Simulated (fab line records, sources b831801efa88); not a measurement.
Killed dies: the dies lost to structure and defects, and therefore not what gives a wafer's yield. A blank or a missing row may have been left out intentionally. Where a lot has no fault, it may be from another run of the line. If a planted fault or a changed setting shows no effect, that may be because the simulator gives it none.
What tool caused it? || flow sky130 || 12 lots with 33 wafers sampled at 2 steps, on a route of 708 steps

== WHAT THE GAUGES READ, wafer by wafer ==
SKY_METAL1_THK_MEAS_06: measures by xrf.
{"lot": "L638", "measured": "day 31 05:01", "on": "film_metro-02", "METAL1_ALCU_THK (nm)": "251.6 250.6 251.9"}
{"lot": "L640", "measured": "day 32 16:02", "on": "film_metro-03", "METAL1_ALCU_THK (nm)": "248.7 249.6 247.4"}
{"lot": "L641", "measured": "day 32 20:22", "on": "film_metro-02", "METAL1_ALCU_THK (nm)": "247.3 247.7 248.8"}
{"lot": "L646", "measured": "day 34 10:26", "on": "film_metro-03", "METAL1_ALCU_THK (nm)": "247.0 248.7"}
{"lot": "L649", "measured": "day 35 10:14", "on": "film_metro-03", "METAL1_ALCU_THK (nm)": "240.5 246.2"}
{"lot": "L651", "measured": "day 35 23:37", "on": "film_metro-04", "METAL1_ALCU_THK (nm)": "245.1 244.9"}
{"lot": "L652", "measured": "day 36 01:22", "on": "film_metro-03", "METAL1_ALCU_THK (nm)": "246.4 244.9 242.9"}
{"lot": "L654", "measured": "day 37 03:02", "on": "film_metro-04", "METAL1_ALCU_THK (nm)": "242.0 242.7 244.5"}
{"lot": "L655", "measured": "day 37 09:22", "on": "film_metro-03", "METAL1_ALCU_THK (nm)": "250.7 248.9 247.2"}
{"lot": "L656", "measured": "day 37 13:20", "on": "film_metro-02", "METAL1_ALCU_THK (nm)": "245.3 246.4 246.3"}
{"lot": "L658", "measured": "day 38 14:11", "on": "film_metro-04", "METAL1_ALCU_THK (nm)": "248.8 249.4 249.9"}
{"lot": "L659", "measured": "day 38 16:07", "on": "film_metro-03", "METAL1_ALCU_THK (nm)": "244.5 244.2 248.7"}

SKY_METAL1_OVL_MEAS_16.
{"lot": "L638", "measured": "day 32 08:29", "on": "overlay-02", "METAL1_OVL (nm)": "-5 -2 -5"}
{"lot": "L640", "measured": "day 33 18:29", "on": "overlay-02", "METAL1_OVL (nm)": "-8 2 -10"}
{"lot": "L641", "measured": "day 33 23:26", "on": "overlay-02", "METAL1_OVL (nm)": "1 -7 -3"}
{"lot": "L646", "measured": "day 35 13:09", "on": "overlay-01", "METAL1_OVL (nm)": "-4 -18"}
{"lot": "L649", "measured": "day 36 12:23", "on": "overlay-02", "METAL1_OVL (nm)": "-4 2"}
{"lot": "L651", "measured": "day 37 00:59", "on": "overlay-01", "METAL1_OVL (nm)": "-2 -2"}
{"lot": "L652", "measured": "day 37 02:53", "on": "overlay-01", "METAL1_OVL (nm)": "6 -5 9"}
{"lot": "L654", "measured": "day 38 04:17", "on": "overlay-02", "METAL1_OVL (nm)": "-18 -10 -12"}
{"lot": "L655", "measured": "day 38 11:02", "on": "overlay-02", "METAL1_OVL (nm)": "-18 -19 -8"}
{"lot": "L656", "measured": "day 38 14:19", "on": "overlay-01", "METAL1_OVL (nm)": "5 0 -8"}
{"lot": "L658", "measured": "day 39 15:38", "on": "overlay-01", "METAL1_OVL (nm)": "-9 -11 -14"}
{"lot": "L659", "measured": "day 39 17:31", "on": "overlay-01", "METAL1_OVL (nm)": "0 -9 0"}

== EACH LOT AND THE TOOL THAT RAN IT (in order: tool; ch and the chambers of the sampled wafers; start) ==
No process step before these readings appears in the record.

== AS READ BY THE TOOLS THEMSELVES (means over the sampled wafers that have a number; for cases with no such wafer, the mark the record gives instead) ==
The record holds no such reading with a usual standard deviation.

== THE ANSWER, worked out from the rows above alone ==
Rule: the lots themselves supply what counts as usual. Put in order of their means at a reading, lots are off if they are a third of the lots or fewer, leave a main group of 4 or more, and stand apart from it by a gap of 3 or more times the standard deviation of the main group's means; of several such gaps the widest counts. The tables above print the reading to a certain number of digits; a main group whose means all agree to those digits is not used. Also off: a lot with no number at a reading for which 4 or more lots have one. The other lots that the step has rows for count as sound. After the gauges, taken in route order, come the tools' own readings; for these a lot's mean is taken, as printed above. The first step at which some lot is off is used, and at that step the reading that is off furthest; a lot without a number counts as furthest.
No lot is off on any of the readings shown, so nothing can be concluded from this.

== WHAT THE SIMULATOR PUT IN ==
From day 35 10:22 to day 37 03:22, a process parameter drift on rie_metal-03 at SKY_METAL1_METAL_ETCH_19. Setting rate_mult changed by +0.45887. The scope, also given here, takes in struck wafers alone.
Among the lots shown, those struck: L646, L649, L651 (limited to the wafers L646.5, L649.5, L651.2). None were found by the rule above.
